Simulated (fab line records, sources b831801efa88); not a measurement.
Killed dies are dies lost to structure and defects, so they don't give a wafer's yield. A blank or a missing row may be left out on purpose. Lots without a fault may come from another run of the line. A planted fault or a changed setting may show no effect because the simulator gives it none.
fab line records | flow sfq_line
record lots=14 wafers=41 last_day=92
route steps=325 shown I5@237 I7@296 M8@318
lots that met no fault: from a run of the same line without faults
start_h: hours from the record's first day to the start of the lot's first wafer shown | wait_h: hours since the lot's step before | " the same as in the row above | L1.1+2: a row that stands for several wafers | - no value, or no start given | * or withheld: withheld | < > ~ a bound
route shown NAME@n: a module of which the file shows steps, and the number in the route of the first | usual: mean/standard deviation of fault-free wafers | same: alike in all rows | chamber/n: place in a boat | sites: the reading at each site | _std_site: their standard deviation | _edge_site: outer sites' mean less inner sites' | radius_mm: how far each site lies from the wafer's centre | mask NAME#n: copy n | behind: the tool/chamber that last shaped the wafer | hold: why the lot was held/for how many hours/how that ended | device: the transistor (n, p or np) that didn't switch | end of line: the same wafers' tests at the end of the route | a step without rows: its recipe alone | killed: dies lost to structure and defects at the first sort, not the wafer's yield | map: a wafer's dies, x killed, . not, _ none there
set.NAME: the setting as run; set.NAME@STEP: as run at that earlier step | model.NAME: the simulator's own value behind a step, which no gauge read
steps of the route over a sample of lots; a table a step, a row a wafer
services: from which hour (start_h, from the record's first day; less than 0 if before it) a tool's chamber was out of use, for how many hours, and why
## steps
# step SFQ_TRILAYER_I5_ETCH_VIA_ETCH_147
# recipe stop_on=Nb mask_material=PR chemistry=CHF3 target_depth_nm=360 source_w=500 bias_w=80 pressure_mtorr=30 time_s=withheld
# usual bias_w=79.99/0.22 drypump_motor_current_A=5.7/0.35 oes_product_au=0.988/0.0064
# columns lot.wafer tool chamber start_h wait_h bias_w drypump_motor_current_A oes_product_au
L982.2 rie_diel-04 1 1558.99 0.0 79.98 5.3 0.991
L982.5 " 1 " " 80.07 5.3 0.992
L982.6 " 0 " " 79.57 5.9 0.994
L984.1 rie_diel-02 1 1564.99 0.0 79.72 5.6 0.995
L984.4 " 3 " " 79.91 5.6 1.003
L984.5 " 0 " " 79.63 5.6 0.985
L985.3 rie_diel-04 0 1566.32 0.0 80.14 5.9 0.991
L985.4 " 3 " " 80.00 5.6 0.986
L985.6 " 3 " " 80.11 5.6 0.992
L986.4 rie_diel-01 2 1567.52 0.0 79.68 5.9 0.985
L986.5 " 2 " " 79.53 5.9 0.987
L986.6 " 3 " " 80.22 6.6 0.984
L988.1 rie_diel-04 2 1576.60 0.0 79.91 5.5 0.991
L988.2 " 1 " " 80.10 5.3 0.991
L988.4 " 2 " " 79.99 5.6 0.983
L989.2 rie_diel-01 2 1579.00 0.0 80.01 5.9 0.984
L989.3 " 3 " " 80.21 6.7 0.994
L989.6 " 2 " " 80.09 5.9 0.992
L992.1 rie_diel-02 3 1587.40 0.0 80.21 5.6 0.981
L992.4 " 2 " " 80.29 6.1 0.986
L992.6 " 2 " " 80.22 6.0 0.992
L993.1 rie_diel-04 2 1588.61 0.0 79.81 5.5 0.995
L993.3 " 1 " " 79.84 5.3 0.989
L993.4 " 3 " " 80.18 5.6 0.987
L994.1 rie_diel-02 3 1591.00 0.0 79.99 5.6 0.997
L994.3 " 1 " " 79.95 5.6 0.995
L994.6 " 0 " " 79.96 5.6 0.993
L995.3 rie_diel-04 2 1592.20 0.0 80.13 5.5 0.981
L995.4 " 1 " " 79.96 5.3 0.995
L995.5 " 2 " " 80.28 5.5 0.991
L996.5 rie_diel-01 0 1595.89 0.1 79.77 5.6 0.991
L996.6 " 1 " " 80.06 5.4 0.991
L997.1 rie_diel-01 2 1598.32 0.0 79.79 5.9 0.983
L997.2 " 1 " " 80.02 5.4 0.987
L997.5 " 2 " " 80.09 5.9 0.978
L998.2 rie_diel-04 0 1771.63 0.0 80.22 5.9 0.986
L998.3 " 3 " " 79.53 5.6 0.978
L998.6 " 3 " " 80.08 5.6 0.966
L105.2 rie_diel-04 0 1844.07 0.0 79.66 5.9 0.986
L105.3 " 2 " " 79.98 5.5 0.986
L105.5 " 2 " " 79.87 5.6 0.987
# step SFQ_TRILAYER_I7_DEP_PECVD_183
# recipe material=SiO2 temp_c=150 time_s=111.11 pressure_torr=2.4 rf_w=183.3 precursor=SiH4/N2O target_thk_nm=500
# usual chamber_pressure_Torr=2.399/0.005 heater_power_w=90/13 run_length_s=139.2/0.54 throttle_valve_pct=24.1/1.2
# columns lot.wafer tool chamber start_h wait_h chamber_pressure_Torr heater_power_w run_length_s throttle_valve_pct
L982.2 pecvd-03 0 1712.12 0.0 2.399 77 138.1 24.4
L982.5 " 1 " " 2.402 82 140.0 22.8
L982.6 " 2 " " 2.392 108 139.4 22.6
L984.1 pecvd-02 0 1808.31 0.0 2.395 89 138.6 23.2
L984.4 " 1 " " 2.390 92 139.0 26.8
L984.5 " 0 " " 2.396 91 139.2 22.9
L985.3 pecvd-02 2 1813.39 0.0 2.396 85 139.7 24.0
L985.4 " 1 " " 2.398 101 139.2 26.9
L985.6 " 0 " " 2.395 97 138.7 22.8
L986.4 pecvd-03 0 1818.23 0.0 2.405 83 138.1 24.8
L986.5 " 2 " " 2.401 99 139.0 22.8
L986.6 " 1 " " 2.398 81 139.6 23.3
L988.1 pecvd-02 1 1823.23 0.0 2.402 115 139.7 26.5
L988.2 " 2 " " 2.396 86 138.9 24.2
L988.4 " 2 " " 2.403 89 139.3 23.8
L989.2 pecvd-01 2 1824.19 0.0 2.408 81 139.6 24.9
L989.3 " 0 " " 2.399 81 139.4 23.8
L989.6 " 0 " " 2.395 85 139.4 23.6
L992.1 pecvd-03 0 1923.48 0.0 2.401 80 138.2 24.9
L992.4 " 0 " " 2.405 83 138.1 25.0
L992.6 " 1 " " 2.407 80 139.5 23.3
L993.1 pecvd-03 2 2020.62 0.0 2.399 93 139.4 23.5
L993.3 " 1 " " 2.407 80 139.6 23.4
L993.4 " 1 " " 2.402 81 139.4 23.3
L994.1 pecvd-01 1 2025.42 0.0 2.409 120 139.1 22.7
L994.3 " 0 " " 2.398 88 139.4 23.8
L994.6 " 2 " " 2.394 81 140.1 25.9
L995.3 pecvd-03 2 2032.62 0.0 2.397 104 139.1 23.6
L995.4 " 2 " " 2.398 107 139.5 23.7
L995.5 " 1 " " 2.395 76 139.4 23.4
L996.5 pecvd-03 0 2036.26 0.0 2.400 78 166.0 25.3
L996.6 " 1 " " 2.399 83 167.3 23.5
L997.1 pecvd-02 2 2039.83 0.0 2.405 81 139.7 24.3
L997.2 " 0 " " 2.402 101 138.5 23.3
L997.5 " 0 " " 2.402 81 139.2 23.2
L998.2 pecvd-03 0 2046.83 0.0 2.396 84 165.7 25.2
L998.3 " 2 " " 2.401 87 166.6 23.4
L998.6 " 1 " " 2.389 81 167.4 23.4
L105.2 pecvd-03 2 2125.62 0.0 2.399 104 139.4 23.6
L105.3 " 1 " " 2.403 86 139.4 23.6
L105.5 " 0 " " 2.402 85 138.6 25.3
# step SFQ_TRILAYER_I7_CMP_CMP_184
# recipe material=SiO2 down_force_psi=3 platen_rpm=60 pad_velocity_m_s=0.94248
# usual motor_current_A=10.0/1.1 time_to_endpoint_s=217/8.1
# columns lot.wafer tool chamber start_h wait_h motor_current_A time_to_endpoint_s
L982.2 cmp-01 2 1713.88 1.7 10.6 210
L982.6 " 0 1714.88 2.7 9.8 216
L982.5 " 1 " " 10.1 216
L984.1 cmp-01 0 1815.01 6.7 9.4 209
L984.4 " 3 1816.51 8.1 10.5 217
L984.5 " 1 1817.51 9.1 11.5 226
L985.4 cmp-02 2 1820.01 6.5 7.9 224
L985.3 " 1 1821.51 8.1 10.0 218
L985.6 " 3 1822.51 9.0 11.3 210
L986.4 cmp-01 1 1834.51 16.2 11.2 222
L986.6 " 2 " " 10.3 212
L986.5 " 3 " " 9.7 221
L988.2 cmp-02 0 1839.30 16.0 10.0 225
L988.4 " 2 1840.30 17.0 8.2 220
L988.1 " 3 " " 11.4 212
L989.3 cmp-01 0 1843.01 18.8 9.0 214
L989.2 " 1 " " 11.5 212
L989.6 " 3 1844.51 20.2 10.0 204
L992.1 cmp-02 2 1926.33 2.8 7.9 218
L992.4 " 1 1927.83 4.3 10.3 226
L992.6 " 2 " " 8.4 223
L993.3 cmp-02 2 2020.70 0.0 7.5 221
L993.1 " 0 2021.70 1.0 10.7 214
L993.4 " 1 " " 10.3 210
L994.3 cmp-01 2 2026.03 0.6 9.8 202
L994.1 " 3 " " 10.5 197
L994.6 " 2 2028.03 2.5 10.1 207
L995.4 cmp-02 3 2033.70 1.0 11.7 209
L995.3 " 0 " " 10.3 216
L995.5 " 1 " " 9.9 221
L996.6 cmp-02 1 2040.70 4.4 10.3 319
L996.5 " 2 " " 8.1 337
L997.1 cmp-02 3 2042.70 2.8 10.8 227
L997.2 " 0 " " 10.5 231
L997.5 " 2 2044.20 4.3 7.8 236
L998.2 cmp-02 2 2046.91 0.0 8.1 315
L998.3 " 1 2048.41 1.5 10.0 297
L998.6 " 2 " " 7.8 318
L105.2 cmp-02 2 2125.70 0.0 7.8 210
L105.3 " 0 2126.70 1.0 10.9 219
L105.5 " 2 2127.70 2.0 8.2 221
# step SFQ_M8_OVL_MEAS_948
# usual M8_OVL=-3/5.5
# columns lot.wafer tool chamber start_h wait_h M8_OVL[nm]
L982.2 overlay-01 - 1895.90 0.1 -1
L982.5 " - " " 5
L982.6 " - " " -5
L984.1 overlay-02 - 1913.12 0.1 -4
L984.4 " - " " -7
L984.5 " - " " -2
L985.3 overlay-01 - 1917.94 0.1 -5
L985.4 " - " " -13
L985.6 " - " " -7
L986.4 overlay-01 - 1937.43 0.1 -9
L986.5 " - " " -5
L986.6 " - " " 3
L988.1 overlay-01 - 1947.57 0.1 -2
L988.2 " - " " -4
L988.4 " - " " -9
L989.2 overlay-02 - 1950.00 0.1 0
L989.3 " - " " -2
L989.6 " - " " 6
L992.1 overlay-02 - 2030.58 0.1 -3
L992.4 " - " " -3
L992.6 " - " " -11
L993.1 overlay-01 - 2053.06 0.1 1
L993.3 " - " " 1
L993.4 " - " " 4
L994.1 overlay-01 - 2054.26 0.1 -1
L994.3 " - " " 4
L994.6 " - " " -7
L995.3 overlay-01 - 2055.47 0.1 -4
L995.4 " - " " 3
L995.5 " - " " -1
L996.5 overlay-01 - 2056.68 0.0 1
L996.6 " - " " -4
L997.1 overlay-01 - 2059.06 0.1 5
L997.2 " - " " -1
L997.5 " - " " 4
L998.2 overlay-02 - 2077.57 0.1 -10
L998.3 " - " " -13
L998.6 " - " " -5
L105.2 overlay-02 - 2203.51 0.1 -1
L105.3 " - " " -4
L105.5 " - " " -5
# step SFQ_M8_BOW_MEAS_951
# recipe mode=bow
# usual M8_BOW=7/11
# columns lot.wafer tool chamber start_h wait_h M8_BOW[um]
L982.2 film_metro-04 - 1897.05 0.0 5
L982.5 " - " " 7
L982.6 " - " " 6
L984.1 film_metro-03 - 1914.26 0.0 3
L984.4 " - " " -1
L984.5 " - " " -9
L985.3 film_metro-04 - 1919.10 0.0 11
L985.4 " - " " 26
L985.6 " - " " 15
L986.4 film_metro-02 - 1938.60 0.1 -8
L986.5 " - " " -4
L986.6 " - " " -12
L988.1 film_metro-02 - 1948.71 0.0 0
L988.2 " - " " 18
L988.4 " - " " 1
L989.2 film_metro-03 - 1951.14 0.0 -8
L989.3 " - " " -3
L989.6 " - " " -8
L992.1 film_metro-03 - 2031.71 0.0 -7
L992.4 " - " " 3
L992.6 " - " " -5
L993.1 film_metro-03 - 2054.19 0.0 6
L993.3 " - " " 15
L993.4 " - " " 16
L994.1 film_metro-04 - 2055.39 0.0 -5
L994.3 " - " " -13
L994.6 " - " " -7
L995.3 film_metro-02 - 2056.63 0.0 25
L995.4 " - " " 32
L995.5 " - " " 32
L996.5 film_metro-02 - 2057.87 0.1 -7
L996.6 " - " " -7
L997.1 film_metro-02 - 2060.19 0.0 11
L997.2 " - " " 18
L997.5 " - " " 31
L998.2 film_metro-04 - 2078.81 0.0 36
L998.3 " - " " 16
L998.6 " - " " 21
L105.2 film_metro-03 - 2204.66 0.0 -7
L105.3 " - " " 1
L105.5 " - " " 2
## services
# columns tool chamber start_h hours kind
cmp-02 - 1565.83 1.4 repair
cmp-02 - 1573.40 1.8 repair
pecvd-03 - 1582.90 5.5 pm
pecvd-03 - 1590.16 0.4 repair
cmp-02 - 1599.08 4.0 pm
pecvd-03 - 1641.49 6.0 pm
pecvd-03 - 1648.52 0.7 repair
cmp-02 - 1676.48 1.2 repair
pecvd-03 - 1686.25 14.0 pm
cmp-02 - 1740.95 1.9 repair
cmp-02 - 1746.42 1.0 repair
cmp-02 - 1757.83 4.7 pm
pecvd-03 - 1775.42 0.8 repair
pecvd-03 - 1797.65 20.5 repair
pecvd-03 2 1802.81 4.7 repair
pecvd-03 - 1809.10 1.3 repair
pecvd-03 - 1823.93 14.6 pm
cmp-02 - 1907.58 3.4 repair
cmp-02 - 1930.16 0.3 repair
cmp-02 - 1939.08 4.0 pm
pecvd-03 - 2000.80 2.8 pm
cmp-02 - 2001.46 0.5 repair
pecvd-03 0 2005.89 2.6 repair
cmp-02 - 2016.94 3.1 repair
## key
first_sign step=SFQ_TRILAYER_I7_DEP_PECVD_183 reading=run_length_s direction=up sigmas=51 usual=* struck=*
effect step=SFQ_TRILAYER_I7_CMP_CMP_184 reading=time_to_endpoint_s direction=up sigmas=12 usual=* struck=*
met_at SFQ_TRILAYER_I7_DEP_PECVD_183
struck_lots L996,L998
not_acting_at SFQ_TRILAYER_I5_ETCH_VIA_ETCH_147,SFQ_M8_OVL_MEAS_948,SFQ_M8_BOW_MEAS_951
onset_between 2032.62 2036.26
fault kind=process_parameter_drift tool=pecvd-03 chamber=- onset_h=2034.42 steps=SFQ_TRILAYER_I7_DEP_PECVD_183 channel=time_s offset=* shape=step end_h=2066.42 acts_in=* stated=*
